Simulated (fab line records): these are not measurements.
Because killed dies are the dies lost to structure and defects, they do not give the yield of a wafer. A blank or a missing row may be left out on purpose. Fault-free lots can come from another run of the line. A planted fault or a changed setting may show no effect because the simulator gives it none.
fab line records || flow sky130
[record] {"lots": 6, "wafers": 18, "last-day": 49}
route steps=708 shown CONTACT@410 PAD_OPEN@708
lots that met no fault: from a run of the same line without faults
start-h: hours from the record's first day to the start of the lot's first wafer shown || wait-h: how many hours have passed since the lot's step before this one || " as in the row above || L1.1+2: a row that stands for several wafers || - either no value or no given start || * or withheld: withheld || < > ~ a bound
route shown NAME@n: a module of which the file shows steps, and the number in the route of the first || usual: average and standard deviation across the fault-free wafers || same: alike in all rows || chamber/n: place in a boat || sites: the reading at each site || _std_site: the standard deviation of these || _edge_site: the outer-site mean with the inner-site mean subtracted || radius-mm: for every site, how far away it sits from the centre of the wafer || mask NAME#n: copy n || behind: the most recent tool/chamber to have shaped the wafer || hold: what put the lot on hold/how long, in hours/how the hold closed || device: names the non-switching transistor (n, p or np) || end of line: the route-end tests of the same wafers || a step given without rows: its recipe and nothing more || killed: dies lost to structure and defects at the first sort, not the wafer's yield || map: per-die view of a wafer (x killed, . not killed, _ where there is no die)
set.NAME: the setting as run; set.NAME@STEP: as run at that earlier step || model.NAME: the simulator's own value behind a step, which no gauge read
lots at some steps of the route; a table a step, a row a wafer
services: the hour from which a tool's chamber was out of use, counted from the record's first day as start-h (under 0 if before that day), plus the number of hours and why
[[steps]]
[step SKY_CONTACT_CMP_04]
[recipe] {"material": "SiO2", "down-force-psi": 4, "platen-rpm": 60, "pad-velocity-m-s": 0.94248}
[usual] {"motor-current-A": "13.4/1.2", "time-to-endpoint-s": "84/4"}
{"lot.wafer": "L565.1", "tool": "cmp-02", "chamber": 3, "start-h": 723.79, "wait-h": 0.1, "motor-current-A": 14.2, "time-to-endpoint-s": 82}
{"lot.wafer": "L565.4", "tool": "cmp-02", "chamber": 0, "start-h": 723.79, "wait-h": 0.1, "motor-current-A": 14.0, "time-to-endpoint-s": 89}
{"lot.wafer": "L565.2", "tool": "cmp-02", "chamber": 1, "start-h": 723.79, "wait-h": 0.1, "motor-current-A": 14.0, "time-to-endpoint-s": 89}
{"lot.wafer": "L570.3", "tool": "cmp-01", "chamber": 3, "start-h": 758.34, "wait-h": 0.1, "motor-current-A": 11.6, "time-to-endpoint-s": 80}
{"lot.wafer": "L570.6", "tool": "cmp-01", "chamber": 2, "start-h": 758.34, "wait-h": 0.1, "motor-current-A": 14.6, "time-to-endpoint-s": 76}
{"lot.wafer": "L570.5", "tool": "cmp-01", "chamber": 3, "start-h": 758.34, "wait-h": 0.1, "motor-current-A": 10.9, "time-to-endpoint-s": 82}
{"lot.wafer": "L572.3", "tool": "cmp-02", "chamber": 3, "start-h": 769.86, "wait-h": 0.0, "motor-current-A": 14.1, "time-to-endpoint-s": 84}
{"lot.wafer": "L572.2", "tool": "cmp-02", "chamber": 0, "start-h": 769.86, "wait-h": 0.0, "motor-current-A": 14.1, "time-to-endpoint-s": 80}
{"lot.wafer": "L572.4", "tool": "cmp-02", "chamber": 1, "start-h": 769.86, "wait-h": 0.0, "motor-current-A": 13.9, "time-to-endpoint-s": 85}
{"lot.wafer": "L577.3", "tool": "cmp-01", "chamber": 1, "start-h": 818.34, "wait-h": 0.0, "motor-current-A": 12.7, "time-to-endpoint-s": 92}
{"lot.wafer": "L577.4", "tool": "cmp-01", "chamber": 2, "start-h": 818.34, "wait-h": 0.0, "motor-current-A": 14.2, "time-to-endpoint-s": 90}
{"lot.wafer": "L577.2", "tool": "cmp-01", "chamber": 0, "start-h": 818.34, "wait-h": 0.0, "motor-current-A": 12.6, "time-to-endpoint-s": 86}
{"lot.wafer": "L578.2", "tool": "cmp-02", "chamber": 1, "start-h": 825.45, "wait-h": 0.0, "motor-current-A": 13.5, "time-to-endpoint-s": 82}
{"lot.wafer": "L578.6", "tool": "cmp-02", "chamber": 1, "start-h": 825.45, "wait-h": 0.0, "motor-current-A": 14.2, "time-to-endpoint-s": 83}
{"lot.wafer": "L578.5", "tool": "cmp-02", "chamber": 2, "start-h": 825.45, "wait-h": 0.0, "motor-current-A": 14.4, "time-to-endpoint-s": 85}
{"lot.wafer": "L579.1", "tool": "cmp-02", "chamber": 2, "start-h": 835.73, "wait-h": 0.1, "motor-current-A": 14.1, "time-to-endpoint-s": 76}
{"lot.wafer": "L579.6", "tool": "cmp-02", "chamber": 1, "start-h": 835.73, "wait-h": 0.1, "motor-current-A": 14.1, "time-to-endpoint-s": 78}
{"lot.wafer": "L579.5", "tool": "cmp-02", "chamber": 2, "start-h": 835.73, "wait-h": 0.1, "motor-current-A": 14.1, "time-to-endpoint-s": 82}
[step SKY_CONTACT_BOW_MEAS_05]
[recipe] {"mode": "bow"}
[usual] {"CONTACT_BOW": "80/6.6"}
{"lot.wafer": "L565.1", "tool": "film-metro-03", "chamber": "-", "start-h": 724.04, "wait-h": 0.2, "CONTACT_BOW[um]": 77}
{"lot.wafer": "L565.2", "tool": "film-metro-03", "chamber": "-", "start-h": 724.04, "wait-h": 0.2, "CONTACT_BOW[um]": 73}
{"lot.wafer": "L565.4", "tool": "film-metro-03", "chamber": "-", "start-h": 724.04, "wait-h": 0.2, "CONTACT_BOW[um]": 75}
{"lot.wafer": "L570.3", "tool": "film-metro-03", "chamber": "-", "start-h": 758.63, "wait-h": 0.2, "CONTACT_BOW[um]": 77}
{"lot.wafer": "L570.5", "tool": "film-metro-03", "chamber": "-", "start-h": 758.63, "wait-h": 0.2, "CONTACT_BOW[um]": 86}
{"lot.wafer": "L570.6", "tool": "film-metro-03", "chamber": "-", "start-h": 758.63, "wait-h": 0.2, "CONTACT_BOW[um]": 74}
{"lot.wafer": "L572.2", "tool": "film-metro-03", "chamber": "-", "start-h": 770.18, "wait-h": 0.2, "CONTACT_BOW[um]": 71}
{"lot.wafer": "L572.3", "tool": "film-metro-03", "chamber": "-", "start-h": 770.18, "wait-h": 0.2, "CONTACT_BOW[um]": 81}
{"lot.wafer": "L572.4", "tool": "film-metro-03", "chamber": "-", "start-h": 770.18, "wait-h": 0.2, "CONTACT_BOW[um]": 94}
{"lot.wafer": "L577.2", "tool": "film-metro-01", "chamber": "-", "start-h": 818.66, "wait-h": 0.1, "CONTACT_BOW[um]": 84}
{"lot.wafer": "L577.3", "tool": "film-metro-01", "chamber": "-", "start-h": 818.66, "wait-h": 0.1, "CONTACT_BOW[um]": 88}
{"lot.wafer": "L577.4", "tool": "film-metro-01", "chamber": "-", "start-h": 818.66, "wait-h": 0.1, "CONTACT_BOW[um]": 91}
{"lot.wafer": "L578.2", "tool": "film-metro-03", "chamber": "-", "start-h": 825.77, "wait-h": 0.3, "CONTACT_BOW[um]": 79}
{"lot.wafer": "L578.5", "tool": "film-metro-03", "chamber": "-", "start-h": 825.77, "wait-h": 0.3, "CONTACT_BOW[um]": 71}
{"lot.wafer": "L578.6", "tool": "film-metro-03", "chamber": "-", "start-h": 825.77, "wait-h": 0.3, "CONTACT_BOW[um]": 78}
{"lot.wafer": "L579.1", "tool": "film-metro-04", "chamber": "-", "start-h": 835.98, "wait-h": 0.2, "CONTACT_BOW[um]": 67}
{"lot.wafer": "L579.5", "tool": "film-metro-04", "chamber": "-", "start-h": 835.98, "wait-h": 0.2, "CONTACT_BOW[um]": 63}
{"lot.wafer": "L579.6", "tool": "film-metro-04", "chamber": "-", "start-h": 835.98, "wait-h": 0.2, "CONTACT_BOW[um]": 72}
[step SKY_CONTACT_DEHYDRATE_06]
[recipe] {"temp-c": 200, "time-s": 60}
[step SKY_CONTACT_HMDS_07]
[recipe] {"prime-time-s": 60, "prime-temp-c": 120}
[step SKY_CONTACT_COAT_08]
[recipe] {"resist": "BARC", "temp-c": "withheld", "time-s": "withheld", "spin-rpm": 3000, "resist-thk-nm": 60}
[step SKY_CONTACT_COAT_09]
[recipe] {"resist": "KrF-thick", "spin-rpm": 3000, "resist-thk-nm": 450}
[step SKY_CONTACT_SOFTBAKE_10]
[recipe] {"temp-c": 100, "time-s": 90, "resist": "KrF-thick"}
[step SKY_CONTACT_EXPOSE_11]
[recipe] {"mask-id": "CTM1", "na": 0.8, "source-shape": "annular", "sigma-inner": 0.55, "sigma-outer": 0.85, "target-cd-nm": 170, "dose-mj": 38}
[step SKY_CONTACT_PEB_12]
[recipe] {"peb-temp-c": "withheld", "peb-time-s": "withheld", "resist": "KrF-thick"}
[step SKY_CONTACT_DEVELOP_13]
[recipe] {"develop-time-s": 60, "resist": "KrF-thick", "dev-temp-c": 21}
[step SKY_CONTACT_CD_MEAS_14]
[recipe] {"target-cd-nm": 170}
[usual] {"cd-nm": "169.6/1.3"}
{"lot.wafer": "L565.1", "tool": "cd-sem-02", "chamber": "-", "start-h": 752.09, "wait-h": "-", "cd-nm": 169.1}
{"lot.wafer": "L565.2", "tool": "cd-sem-02", "chamber": "-", "start-h": 752.09, "wait-h": "-", "cd-nm": 169.7}
{"lot.wafer": "L565.4", "tool": "cd-sem-02", "chamber": "-", "start-h": 752.09, "wait-h": "-", "cd-nm": 171.0}
{"lot.wafer": "L570.3", "tool": "cd-sem-01", "chamber": "-", "start-h": 785.65, "wait-h": "-", "cd-nm": 167.8}
{"lot.wafer": "L570.5", "tool": "cd-sem-01", "chamber": "-", "start-h": 785.65, "wait-h": "-", "cd-nm": 168.6}
{"lot.wafer": "L570.6", "tool": "cd-sem-01", "chamber": "-", "start-h": 785.65, "wait-h": "-", "cd-nm": 169.6}
{"lot.wafer": "L572.2", "tool": "cd-sem-01", "chamber": "-", "start-h": 796.83, "wait-h": "-", "cd-nm": 169.6}
{"lot.wafer": "L572.3", "tool": "cd-sem-01", "chamber": "-", "start-h": 796.83, "wait-h": "-", "cd-nm": 170.6}
{"lot.wafer": "L572.4", "tool": "cd-sem-01", "chamber": "-", "start-h": 796.83, "wait-h": "-", "cd-nm": 169.4}
{"lot.wafer": "L577.2", "tool": "cd-sem-02", "chamber": "-", "start-h": 845.34, "wait-h": "-", "cd-nm": 168.6}
{"lot.wafer": "L577.3", "tool": "cd-sem-02", "chamber": "-", "start-h": 845.34, "wait-h": "-", "cd-nm": 169.7}
{"lot.wafer": "L577.4", "tool": "cd-sem-02", "chamber": "-", "start-h": 845.34, "wait-h": "-", "cd-nm": 169.8}
{"lot.wafer": "L578.2", "tool": "cd-sem-01", "chamber": "-", "start-h": 852.36, "wait-h": "-", "cd-nm": 166.4}
{"lot.wafer": "L578.5", "tool": "cd-sem-01", "chamber": "-", "start-h": 852.36, "wait-h": "-", "cd-nm": 166.3}
{"lot.wafer": "L578.6", "tool": "cd-sem-01", "chamber": "-", "start-h": 852.36, "wait-h": "-", "cd-nm": 166.6}
{"lot.wafer": "L579.1", "tool": "cd-sem-01", "chamber": "-", "start-h": 861.02, "wait-h": "-", "cd-nm": 170.5}
{"lot.wafer": "L579.5", "tool": "cd-sem-01", "chamber": "-", "start-h": 861.02, "wait-h": "-", "cd-nm": 169.6}
{"lot.wafer": "L579.6", "tool": "cd-sem-01", "chamber": "-", "start-h": 861.02, "wait-h": "-", "cd-nm": 170.2}
[step SKY_CONTACT_OVL_MEAS_15]
[usual] {"CONTACT_OVL": "0/5.6"}
{"lot.wafer": "L565.1", "tool": "overlay-01", "chamber": "-", "start-h": 752.21, "wait-h": 0.1, "CONTACT_OVL[nm]": -2}
{"lot.wafer": "L565.2", "tool": "overlay-01", "chamber": "-", "start-h": 752.21, "wait-h": 0.1, "CONTACT_OVL[nm]": 2}
{"lot.wafer": "L565.4", "tool": "overlay-01", "chamber": "-", "start-h": 752.21, "wait-h": 0.1, "CONTACT_OVL[nm]": -5}
{"lot.wafer": "L570.3", "tool": "overlay-01", "chamber": "-", "start-h": 785.74, "wait-h": 0.1, "CONTACT_OVL[nm]": -4}
{"lot.wafer": "L570.5", "tool": "overlay-01", "chamber": "-", "start-h": 785.74, "wait-h": 0.1, "CONTACT_OVL[nm]": 2}
{"lot.wafer": "L570.6", "tool": "overlay-01", "chamber": "-", "start-h": 785.74, "wait-h": 0.1, "CONTACT_OVL[nm]": -10}
{"lot.wafer": "L572.2", "tool": "overlay-02", "chamber": "-", "start-h": 796.93, "wait-h": 0.1, "CONTACT_OVL[nm]": 5}
{"lot.wafer": "L572.3", "tool": "overlay-02", "chamber": "-", "start-h": 796.93, "wait-h": 0.1, "CONTACT_OVL[nm]": 3}
{"lot.wafer": "L572.4", "tool": "overlay-02", "chamber": "-", "start-h": 796.93, "wait-h": 0.1, "CONTACT_OVL[nm]": 2}
{"lot.wafer": "L577.2", "tool": "overlay-02", "chamber": "-", "start-h": 845.45, "wait-h": 0.1, "CONTACT_OVL[nm]": -5}
{"lot.wafer": "L577.3", "tool": "overlay-02", "chamber": "-", "start-h": 845.45, "wait-h": 0.1, "CONTACT_OVL[nm]": -10}
{"lot.wafer": "L577.4", "tool": "overlay-02", "chamber": "-", "start-h": 845.45, "wait-h": 0.1, "CONTACT_OVL[nm]": 0}
{"lot.wafer": "L578.2", "tool": "overlay-01", "chamber": "-", "start-h": 852.47, "wait-h": 0.1, "CONTACT_OVL[nm]": 1}
{"lot.wafer": "L578.5", "tool": "overlay-01", "chamber": "-", "start-h": 852.47, "wait-h": 0.1, "CONTACT_OVL[nm]": 2}
{"lot.wafer": "L578.6", "tool": "overlay-01", "chamber": "-", "start-h": 852.47, "wait-h": 0.1, "CONTACT_OVL[nm]": 5}
{"lot.wafer": "L579.1", "tool": "overlay-02", "chamber": "-", "start-h": 861.14, "wait-h": 0.1, "CONTACT_OVL[nm]": 2}
{"lot.wafer": "L579.5", "tool": "overlay-02", "chamber": "-", "start-h": 861.14, "wait-h": 0.1, "CONTACT_OVL[nm]": 3}
{"lot.wafer": "L579.6", "tool": "overlay-02", "chamber": "-", "start-h": 861.14, "wait-h": 0.1, "CONTACT_OVL[nm]": -1}
[step SKY_CONTACT_ETCH_16]
[recipe] {"chemistry": "N2/H2", "target": "BARC", "ion-energy-ev": 200, "source-w": 500, "bias-w": 100, "pressure-mtorr": 30, "n2-flow-sccm": 100, "h2-flow-sccm": 200, "stop-on": "SiO2", "time-s": 45.9, "target-depth-a": 600}
[usual] {"drypump-motor-current-A": "5.7/0.62", "oes-product-au": "0.854/0.0049", "throttle-valve-pct": "13.224/0.0092"}
{"lot.wafer": "L565.1", "tool": "rie-diel-01", "chamber": 1, "start-h": 752.25, "wait-h": 0.0, "drypump-motor-current-A": 5.9, "oes-product-au": 0.852, "rf-hours-counter-h": 6, "throttle-valve-pct": 13.224, "model.KrF-thick_of_CONTACT_COAT_09.thk-nm": 394}
{"lot.wafer": "L565.2", "tool": "rie-diel-01", "chamber": 3, "start-h": 752.25, "wait-h": 0.0, "drypump-motor-current-A": 5.7, "oes-product-au": 0.848, "rf-hours-counter-h": 21, "throttle-valve-pct": 13.222, "model.KrF-thick_of_CONTACT_COAT_09.thk-nm": 390.1}
{"lot.wafer": "L565.4", "tool": "rie-diel-01", "chamber": 0, "start-h": 752.25, "wait-h": 0.0, "drypump-motor-current-A": 6.6, "oes-product-au": 0.855, "rf-hours-counter-h": 9, "throttle-valve-pct": 13.234, "model.KrF-thick_of_CONTACT_COAT_09.thk-nm": 391}
{"lot.wafer": "L570.3", "tool": "rie-diel-04", "chamber": 1, "start-h": 785.76, "wait-h": 0.0, "drypump-motor-current-A": 6.0, "oes-product-au": 0.849, "rf-hours-counter-h": 14, "throttle-valve-pct": 13.236, "model.KrF-thick_of_CONTACT_COAT_09.thk-nm": 393.1}
{"lot.wafer": "L570.5", "tool": "rie-diel-04", "chamber": 3, "start-h": 785.76, "wait-h": 0.0, "drypump-motor-current-A": 6.6, "oes-product-au": 0.860, "rf-hours-counter-h": "-", "throttle-valve-pct": 13.234, "model.KrF-thick_of_CONTACT_COAT_09.thk-nm": 390.9}
{"lot.wafer": "L570.6", "tool": "rie-diel-04", "chamber": 0, "start-h": 785.76, "wait-h": 0.0, "drypump-motor-current-A": 5.6, "oes-product-au": 0.855, "rf-hours-counter-h": "-", "throttle-valve-pct": 13.232, "model.KrF-thick_of_CONTACT_COAT_09.thk-nm": 392.5}
{"lot.wafer": "L572.2", "tool": "rie-diel-01", "chamber": 3, "start-h": 796.96, "wait-h": 0.0, "drypump-motor-current-A": 5.7, "oes-product-au": 0.864, "rf-hours-counter-h": 23, "throttle-valve-pct": 13.213, "model.KrF-thick_of_CONTACT_COAT_09.thk-nm": 394.5}
{"lot.wafer": "L572.3", "tool": "rie-diel-01", "chamber": 0, "start-h": 796.96, "wait-h": 0.0, "drypump-motor-current-A": 6.7, "oes-product-au": 0.853, "rf-hours-counter-h": 11, "throttle-valve-pct": 13.215, "model.KrF-thick_of_CONTACT_COAT_09.thk-nm": 392.3}
{"lot.wafer": "L572.4", "tool": "rie-diel-01", "chamber": 2, "start-h": 796.96, "wait-h": 0.0, "drypump-motor-current-A": 5.1, "oes-product-au": 0.857, "rf-hours-counter-h": 24, "throttle-valve-pct": 13.229, "model.KrF-thick_of_CONTACT_COAT_09.thk-nm": 393.9}
{"lot.wafer": "L577.2", "tool": "rie-diel-03", "chamber": 2, "start-h": 845.48, "wait-h": 0.0, "drypump-motor-current-A": 5.1, "oes-product-au": 0.852, "rf-hours-counter-h": 17, "throttle-valve-pct": 13.227, "model.KrF-thick_of_CONTACT_COAT_09.thk-nm": 393.1}
{"lot.wafer": "L577.3", "tool": "rie-diel-03", "chamber": 3, "start-h": 845.48, "wait-h": 0.0, "drypump-motor-current-A": 4.6, "oes-product-au": 0.858, "rf-hours-counter-h": 26, "throttle-valve-pct": 13.210, "model.KrF-thick_of_CONTACT_COAT_09.thk-nm": 392.5}
{"lot.wafer": "L577.4", "tool": "rie-diel-03", "chamber": 0, "start-h": 845.48, "wait-h": 0.0, "drypump-motor-current-A": 6.6, "oes-product-au": 0.846, "rf-hours-counter-h": 2, "throttle-valve-pct": 13.233, "model.KrF-thick_of_CONTACT_COAT_09.thk-nm": 391.7}
{"lot.wafer": "L578.2", "tool": "rie-diel-03", "chamber": 0, "start-h": 852.50, "wait-h": 0.0, "drypump-motor-current-A": 6.6, "oes-product-au": 0.855, "rf-hours-counter-h": 2, "throttle-valve-pct": 13.216, "model.KrF-thick_of_CONTACT_COAT_09.thk-nm": 390}
{"lot.wafer": "L578.5", "tool": "rie-diel-03", "chamber": 2, "start-h": 852.50, "wait-h": 0.0, "drypump-motor-current-A": 5.1, "oes-product-au": 0.858, "rf-hours-counter-h": "-", "throttle-valve-pct": 13.229, "model.KrF-thick_of_CONTACT_COAT_09.thk-nm": 389.8}
{"lot.wafer": "L578.6", "tool": "rie-diel-03", "chamber": 0, "start-h": 852.50, "wait-h": 0.0, "drypump-motor-current-A": 6.5, "oes-product-au": 0.853, "rf-hours-counter-h": "-", "throttle-valve-pct": 13.230, "model.KrF-thick_of_CONTACT_COAT_09.thk-nm": 389.2}
{"lot.wafer": "L579.1", "tool": "rie-diel-03", "chamber": 1, "start-h": 861.18, "wait-h": 0.0, "drypump-motor-current-A": 5.8, "oes-product-au": 0.851, "rf-hours-counter-h": 13, "throttle-valve-pct": 13.220, "model.KrF-thick_of_CONTACT_COAT_09.thk-nm": 393}
{"lot.wafer": "L579.5", "tool": "rie-diel-03", "chamber": 0, "start-h": 861.18, "wait-h": 0.0, "drypump-motor-current-A": 6.6, "oes-product-au": 0.861, "rf-hours-counter-h": "-", "throttle-valve-pct": 13.241, "model.KrF-thick_of_CONTACT_COAT_09.thk-nm": 393.8}
{"lot.wafer": "L579.6", "tool": "rie-diel-03", "chamber": 2, "start-h": 861.18, "wait-h": 0.0, "drypump-motor-current-A": 5.1, "oes-product-au": 0.859, "rf-hours-counter-h": "-", "throttle-valve-pct": 13.223, "model.KrF-thick_of_CONTACT_COAT_09.thk-nm": 390.9}
[step SKY_CONTACT_ETCH_17]
[recipe] {"target": "SiO2", "chemistry": "C4F8/O2/Ar", "stop-on": "Si3N4", "mask-material": "KrF-thick", "source-w": 1500, "bias-w": 1200, "pressure-mtorr": 40, "c4f8-flow-sccm": "withheld", "O2_flow_sccm": 6, "Ar_flow_sccm": 300, "time-s": "withheld", "target-depth-a": 3400}
[usual] {"oes-product-au": "0.892/0.0046"}
{"lot.wafer": "L565.1", "tool": "rie-diel-01", "chamber": 1, "start-h": 752.29, "wait-h": 0.0, "oes-product-au": 0.886}
{"lot.wafer": "L565.2", "tool": "rie-diel-01", "chamber": 3, "start-h": 752.29, "wait-h": 0.0, "oes-product-au": 0.886}
{"lot.wafer": "L565.4", "tool": "rie-diel-01", "chamber": 0, "start-h": 752.29, "wait-h": 0.0, "oes-product-au": 0.889}
{"lot.wafer": "L570.3", "tool": "rie-diel-04", "chamber": 1, "start-h": 785.81, "wait-h": 0.0, "oes-product-au": 0.893}
{"lot.wafer": "L570.5", "tool": "rie-diel-04", "chamber": 3, "start-h": 785.81, "wait-h": 0.0, "oes-product-au": 0.887}
{"lot.wafer": "L570.6", "tool": "rie-diel-04", "chamber": 0, "start-h": 785.81, "wait-h": 0.0, "oes-product-au": 0.891}
{"lot.wafer": "L572.2", "tool": "rie-diel-01", "chamber": 3, "start-h": 797.01, "wait-h": 0.0, "oes-product-au": 0.891}
{"lot.wafer": "L572.3", "tool": "rie-diel-01", "chamber": 0, "start-h": 797.01, "wait-h": 0.0, "oes-product-au": 0.898}
{"lot.wafer": "L572.4", "tool": "rie-diel-01", "chamber": 2, "start-h": 797.01, "wait-h": 0.0, "oes-product-au": 0.891}
{"lot.wafer": "L577.2", "tool": "rie-diel-03", "chamber": 2, "start-h": 845.52, "wait-h": 0.0, "oes-product-au": 0.891}
{"lot.wafer": "L577.3", "tool": "rie-diel-03", "chamber": 3, "start-h": 845.52, "wait-h": 0.0, "oes-product-au": 0.892}
{"lot.wafer": "L577.4", "tool": "rie-diel-03", "chamber": 0, "start-h": 845.52, "wait-h": 0.0, "oes-product-au": 0.889}
{"lot.wafer": "L578.2", "tool": "rie-diel-03", "chamber": 0, "start-h": 852.54, "wait-h": 0.0, "oes-product-au": 0.889}
{"lot.wafer": "L578.5", "tool": "rie-diel-03", "chamber": 2, "start-h": 852.54, "wait-h": 0.0, "oes-product-au": 0.892}
{"lot.wafer": "L578.6", "tool": "rie-diel-03", "chamber": 0, "start-h": 852.54, "wait-h": 0.0, "oes-product-au": 0.894}
{"lot.wafer": "L579.1", "tool": "rie-diel-03", "chamber": 1, "start-h": 861.22, "wait-h": 0.0, "oes-product-au": 0.895}
{"lot.wafer": "L579.5", "tool": "rie-diel-03", "chamber": 0, "start-h": 861.22, "wait-h": 0.0, "oes-product-au": 0.897}
{"lot.wafer": "L579.6", "tool": "rie-diel-03", "chamber": 2, "start-h": 861.22, "wait-h": 0.0, "oes-product-au": 0.888}
[step SKY_PAD_OPEN_PROBE_99]
[usual] {"killed_at_M0_to_M3": "43/7.6", "killed_at_M4_up": "2.9/1.7", "killed-at-contacts": "24/5.5", "killed-at-front-end": "15/4.2", "killed-at-other": "0.3/0.52", "killed-dies": "86/9.4", "killed-open": "47/7", "killed-short": "39/6.4"}
[same] {"gross-dies": 492, "killed-at-back-side": 0}
{"lot.wafer": "L579.1", "tool": "prober-01", "chamber": "-", "start-h": 1169.41, "wait-h": 0.1, "killed_at_M0_to_M3": 47, "killed_at_M4_up": 1, "killed-at-contacts": 22, "killed-at-front-end": 18, "killed-at-other": 0, "killed-dies": 88, "killed-open": 54, "killed-short": 34}
{"lot.wafer": "L579.5", "tool": "prober-01", "chamber": "-", "start-h": 1169.61, "wait-h": 0.2, "killed_at_M0_to_M3": 46, "killed_at_M4_up": 3, "killed-at-contacts": 17, "killed-at-front-end": 15, "killed-at-other": 1, "killed-dies": 82, "killed-open": 47, "killed-short": 35}
{"lot.wafer": "L579.6", "tool": "prober-01", "chamber": "-", "start-h": 1169.66, "wait-h": 0.2, "killed_at_M0_to_M3": 42, "killed_at_M4_up": 1, "killed-at-contacts": 14, "killed-at-front-end": 14, "killed-at-other": 0, "killed-dies": 71, "killed-open": 34, "killed-short": 37}
// killed by level:class
L579.1 CONTACT:geometric-particle:open=9 VIA1:geometric-particle:open=9 VIA2:geometric-particle:open=8 METAL1:geometric-particle:short=8 VIA3:geometric-particle:open=7 LI_CONTACT:geometric-particle:open=6 FIELD_ISO:geometric-particle:open=5 FIELD_ISO:geometric-particle:short=5
L579.5 VIA1:geometric-particle:open=10 METAL1:geometric-particle:short=9 VIA2:geometric-particle:open=7 CONTACT:geometric-particle:open=6 VIA3:geometric-particle:open=6 METAL2:geometric-particle:short=5 FIELD_ISO:geometric-particle:open=4 LOCAL_INTERCONNECT:geometric-particle:short=4
L579.6 VIA2:geometric-particle:open=10 FIELD_ISO:geometric-particle:short=5 METAL1:geometric-particle:short=5 VIA1:geometric-particle:open=5 VIA2:geometric-particle:short=5 VIA3:geometric-particle:open=5 CONTACT:geometric-particle:open=4 METAL2:geometric-particle:short=4
[[services]]
{"tool": "rie-diel-04", "chamber": 3, "start-h": 735.90, "hours": 7.5, "kind": "repair"}
{"tool": "rie-diel-03", "chamber": 2, "start-h": 743.35, "hours": 11.7, "kind": "repair"}
{"tool": "rie-diel-04", "chamber": 2, "start-h": 743.44, "hours": "-", "kind": "clean"}
{"tool": "rie-diel-04", "chamber": 2, "start-h": 743.44, "hours": 15.9, "kind": "scheduled-down"}
{"tool": "rie-diel-04", "chamber": 2, "start-h": 743.44, "hours": 15.9, "kind": "vent-cycle"}
{"tool": "cmp-02", "chamber": "-", "start-h": 744.00, "hours": 4.0, "kind": "pm"}
{"tool": "cmp-02", "chamber": "-", "start-h": 748.00, "hours": "-", "kind": "consumable-replace:conditioner"}
{"tool": "cmp-02", "chamber": "-", "start-h": 748.00, "hours": "-", "kind": "consumable-replace:pad"}
{"tool": "rie-diel-03", "chamber": 0, "start-h": 755.06, "hours": "-", "kind": "clean"}
{"tool": "rie-diel-03", "chamber": 0, "start-h": 755.06, "hours": 13.8, "kind": "scheduled-down"}
{"tool": "rie-diel-03", "chamber": 0, "start-h": 755.06, "hours": 13.8, "kind": "vent-cycle"}
{"tool": "cmp-01", "chamber": "-", "start-h": 772.80, "hours": 0.2, "kind": "repair"}
{"tool": "rie-diel-04", "chamber": 1, "start-h": 779.01, "hours": 6.4, "kind": "repair"}
{"tool": "rie-diel-04", "chamber": "-", "start-h": 788.21, "hours": 0.8, "kind": "repair"}
{"tool": "cmp-02", "chamber": "-", "start-h": 818.03, "hours": 0.3, "kind": "repair"}
{"tool": "rie-diel-01", "chamber": 3, "start-h": 820.58, "hours": 2.0, "kind": "repair"}
{"tool": "rie-diel-03", "chamber": 3, "start-h": 826.75, "hours": 6.9, "kind": "repair"}
{"tool": "rie-diel-03", "chamber": 3, "start-h": 848.92, "hours": "-", "kind": "clean"}
{"tool": "rie-diel-03", "chamber": 3, "start-h": 848.92, "hours": 38.6, "kind": "scheduled-down"}
{"tool": "rie-diel-03", "chamber": 3, "start-h": 848.92, "hours": 38.6, "kind": "vent-cycle"}
{"tool": "cmp-02", "chamber": "-", "start-h": 853.09, "hours": 0.6, "kind": "repair"}
{"tool": "rie-diel-04", "chamber": "-", "start-h": 856.83, "hours": 0.5, "kind": "repair"}
[[key]]
first-sign none at tools or gauges
[model-effect] {"step": "SKY_CONTACT_ETCH_16", "value": "KrF-thick_of_CONTACT_COAT_09.thk-nm", "without": 393.2, "struck": 391.1}
met-at SKY_CONTACT_ETCH_16
struck-wafers L578.2,L578.5,L578.6,L579.1,L579.5,L579.6
tester-left-out L578,L579
onset-between 845.48 852.50
also-fits time
[fault] {"kind": "process-parameter-drift", "tool": "rie-diel-03", "chamber": "-", "onset-h": 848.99, "steps": "SKY_CONTACT_ETCH_16", "channel": "ion-energy-ev", "offset": 32, "shape": "step", "end-h": 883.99, "acts-in": "these-recipes-only", "stated": 200}
// tester-left-out: of these lots the tester's yield and bins aren't shown, on N5 and GAA mostly nor the transistor test; their killed dies are dies lost to structure and defects alone, not to doping, threshold or leakage, so they don't give the yield
